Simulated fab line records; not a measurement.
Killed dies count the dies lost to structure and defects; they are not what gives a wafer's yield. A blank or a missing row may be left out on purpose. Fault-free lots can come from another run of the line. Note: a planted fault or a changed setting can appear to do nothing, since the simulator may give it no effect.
Matching of chambers || flow sky130 || rie_diel-02 running SKY_METAL3_ETCH_17: 4 sister chambers
The step etches SiO2 in C4F8/O2/Ar, stops on TiN, time 3.9 s, target depth 15 nm. 16 wafers are shown with their chamber, then 8 later ones without.

WAFERS PAIRED WITH THEIR CHAMBERS
{"wafer": "L077.2", "chamber": 1, "rf_fwd_power_W (W)": 1457, "oes_product_au (a.u.)": 0.754}
{"wafer": "L077.4", "chamber": 3, "rf_fwd_power_W (W)": 1467, "oes_product_au (a.u.)": 0.753}
{"wafer": "L077.5", "chamber": 1, "rf_fwd_power_W (W)": 1462, "oes_product_au (a.u.)": 0.759}
{"wafer": "L080.1", "chamber": 3, "rf_fwd_power_W (W)": 1475, "oes_product_au (a.u.)": 0.745}
{"wafer": "L080.5", "chamber": 0, "rf_fwd_power_W (W)": 1473, "oes_product_au (a.u.)": 0.759}
{"wafer": "L080.6", "chamber": 3, "rf_fwd_power_W (W)": 1475, "oes_product_au (a.u.)": 0.753}
{"wafer": "L083.2", "chamber": 1, "rf_fwd_power_W (W)": 1472, "oes_product_au (a.u.)": 0.751}
{"wafer": "L083.3", "chamber": 3, "rf_fwd_power_W (W)": 1464, "oes_product_au (a.u.)": 0.757}
{"wafer": "L083.5", "chamber": 2, "rf_fwd_power_W (W)": 1463, "oes_product_au (a.u.)": 0.752}
{"wafer": "L084.2", "chamber": 3, "rf_fwd_power_W (W)": 1478, "oes_product_au (a.u.)": 0.750}
{"wafer": "L084.4", "chamber": 2, "rf_fwd_power_W (W)": 1465, "oes_product_au (a.u.)": 0.754}
{"wafer": "L084.5", "chamber": 2, "rf_fwd_power_W (W)": 1463, "oes_product_au (a.u.)": 0.769}
{"wafer": "L086.2", "chamber": 0, "rf_fwd_power_W (W)": 1464, "oes_product_au (a.u.)": 0.750}
{"wafer": "L086.3", "chamber": 1, "rf_fwd_power_W (W)": 1459, "oes_product_au (a.u.)": 0.758}
{"wafer": "L086.6", "chamber": 0, "rf_fwd_power_W (W)": 1471, "oes_product_au (a.u.)": 0.764}
{"wafer": "L093.1", "chamber": 0, "rf_fwd_power_W (W)": 1470, "oes_product_au (a.u.)": 0.750}

SIGNATURES, as means of the wafers listed above
{"reading": "rf_fwd_power_W", "chamber 0": 1469.50, "chamber 1": 1462.50, "chamber 2": 1463.67, "chamber 3": 1471.80, "scatter within a chamber": 5.19}
{"reading": "oes_product_au", "chamber 0": 0.75575, "chamber 1": 0.75550, "chamber 2": 0.75833, "chamber 3": 0.75160, "scatter within a chamber": 0.00604}
Rule: for a wafer and a chamber, the distance is found by dividing, reading by reading, the gap between the wafer's reading and the chamber's mean by the reading's scatter, squaring, summing and taking the root. If the next closest chamber is less than 2 further off than the closest, the wafer can't be placed; otherwise it belongs to the closest. The scatter: take each reading less its chamber's mean, square it, sum over the shown wafers, divide by the number of wafers less the number of chambers, and take the root.

WAFERS MISSING THEIR CHAMBER
{"wafer": "L093.2", "rf_fwd_power_W (W)": 1469, "oes_product_au (a.u.)": 0.749}
{"wafer": "L093.5", "rf_fwd_power_W (W)": 1471, "oes_product_au (a.u.)": 0.759}
{"wafer": "L094.3", "rf_fwd_power_W (W)": 1462, "oes_product_au (a.u.)": 0.744}
{"wafer": "L094.4", "rf_fwd_power_W (W)": 1476, "oes_product_au (a.u.)": 0.757}
{"wafer": "L094.5", "rf_fwd_power_W (W)": 1475, "oes_product_au (a.u.)": 0.751}
{"wafer": "L097.2", "rf_fwd_power_W (W)": 1464, "oes_product_au (a.u.)": 0.761}
{"wafer": "L097.3", "rf_fwd_power_W (W)": 1467, "oes_product_au (a.u.)": 0.756}
{"wafer": "L097.5", "rf_fwd_power_W (W)": 1469, "oes_product_au (a.u.)": 0.764}

CHAMBER TAKEN BY EACH
{"wafer": "L093.2", "from the rows above": "can't be placed: 3 or 0 or 1 or 2", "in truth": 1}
{"wafer": "L093.5", "from the rows above": "can't be placed: 0 or 3 or 2 or 1", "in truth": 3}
{"wafer": "L094.3", "from the rows above": "can't be placed: 1 or 3 or 2 or 0", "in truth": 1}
{"wafer": "L094.4", "from the rows above": "can't be placed: 3 or 0 or 2 or 1", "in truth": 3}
{"wafer": "L094.5", "from the rows above": "can't be placed: 3 or 0 or 2 or 1", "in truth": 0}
{"wafer": "L097.2", "from the rows above": "can't be placed: 2 or 1 or 0 or 3", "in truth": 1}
{"wafer": "L097.3", "from the rows above": "can't be placed: 0 or 2 or 1 or 3", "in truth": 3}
{"wafer": "L097.5", "from the rows above": "can't be placed: 0 or 2 or 1 or 3", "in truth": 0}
Correct placement for 0 of the 8. Cannot be placed on the basis of these rows: 8; the candidates contain the true chamber in 8. Number placed wrongly: 0.
